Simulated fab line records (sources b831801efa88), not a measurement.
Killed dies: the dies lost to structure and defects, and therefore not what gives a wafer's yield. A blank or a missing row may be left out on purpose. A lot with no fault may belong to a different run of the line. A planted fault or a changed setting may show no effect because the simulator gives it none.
Comparing a struck lot with a sound one | flow sfq line | 14 steps out of a route of 325
Sound: wafers L128.2, L128.3, L128.5. Struck: wafers L130.1, L130.4. (L130.6 of the same lot was not struck and is left out.) The cause comes at the end.
Order at every step that has rows: each side's tool, ch and its chambers, its first start. Under that, the readings that differ: sound wafers | struck wafers | difference of the means | sigmas: that difference in standard deviations of wafers without a fault.
alike: readings whose means differ by less than 2 such deviations, and words and numbers that are the same on both sides. not compared: withheld readings, readings that some wafer has no value for, bounds like >300 that may hide the same value, and numbers for which the record gives no deviation and whose values overlap.
Wherever a step has rows on one side only, a row that says differs or no value, or a row with sigmas, the two part there. When numbers do not overlap yet have no deviation, they are printed without sigmas and do not part them. A reading missing from all wafers of one side parts the sides only when that side holds two or more wafers.

first, 6 steps without rows for these wafers: SFQ_TRILAYER_M1_LITHO_COAT_044 (resist thk 62 nm); SFQ_TRILAYER_M1_LITHO_COAT_039 (resist thk 600 nm); SFQ_TRILAYER_M1_LITHO_SOFTBAKE_043; SFQ_TRILAYER_M1_LITHO_EXPOSE_040 (exposes mask M1, target cd 500 nm); SFQ_TRILAYER_M1_LITHO_PEB_042 (peb time 60 s); SFQ_TRILAYER_M1_LITHO_DEVELOP_041 (time 60 s).
SFQ_M1_OVL_MEAS_911:
  sound on overlay-01 at day 12 11:54; struck on overlay-02 at day 12 16:42
  alike: M1_OVL
SFQ_TRILAYER_M1_BARC_OPEN_METAL_ETCH_054: etches BARC in O2, target depth 125 nm, time 41.7 s.
  sound on rie metal-04 ch 0,1, day 12 11:56; struck on rie metal-04 ch 0, day 12 16:44
  alike: drypump motor current A, oes product au
  not compared: rf hours counter h
SFQ_TRILAYER_M1_ETCH_METAL_ETCH_042: etches Nb in Cl2/Ar, stops on SiO2, target depth 240 nm, time 120 s.
  sound on rie metal-04 ch 0,1, day 12 11:59; struck on rie metal-04 ch 0, day 12 16:47
  alike: drypump motor current A, oes product au
  not compared: rf hours counter h
SFQ_TRILAYER_M1_STRIP_STRIP_043: strips in O2.
  sound on rie metal-04 ch 0,1, day 12 12:07; struck on rie metal-04 ch 0, day 12 16:55
  alike: drypump motor current A, oes product au, platen temp c
  not compared: rf hours counter h
then, 1 step without rows for these wafers: SFQ_TRILAYER_M1_STRIP_SOLV_CLEAN_044 (cleans in NMP, time 600 s).
SFQ_TRILAYER_I1_DEP_PECVD_045: deposits SiO2 from SiH4/N2O, time 111.11 s, target thk 500 nm.
  sound on pecvd-04 ch 0,1, day 12 12:53; struck on pecvd-02 ch 0,1, day 12 17:52
  reading              | sound                | struck        | difference | sigmas
  susceptor temp C (C) | 150.05 150.27 150.20 | 149.97 149.80 | -0.29      | -2
  alike: heater power w, throttle valve pct
SFQ_TRILAYER_I1_CMP_CMP_046: polishes SiO2.
  sound on cmp-02 ch 1,2,3, day 13 00:05; struck on cmp-02 ch 2,3, day 13 08:05
  reading                | sound       | struck  | difference | sigmas
  time to endpoint s (s) | 226 200 217 | 119 128 | -91        | -12
  alike: motor current A, retaining ring pressure frac
SFQ_I1_BOW_MEAS_912:
  sound on film metro-02 at day 13 02:07; struck on film metro-02 at day 13 11:05
  alike: I1_BOW

== WHERE THEY PART ==
First at SFQ_TRILAYER_I1_DEP_PECVD_045; last, within this record, at SFQ_TRILAYER_I1_CMP_CMP_046. Later steps at which nothing parts them and some readings are alike: SFQ_I1_BOW_MEAS_912.

WHY: whatever the simulator had introduced
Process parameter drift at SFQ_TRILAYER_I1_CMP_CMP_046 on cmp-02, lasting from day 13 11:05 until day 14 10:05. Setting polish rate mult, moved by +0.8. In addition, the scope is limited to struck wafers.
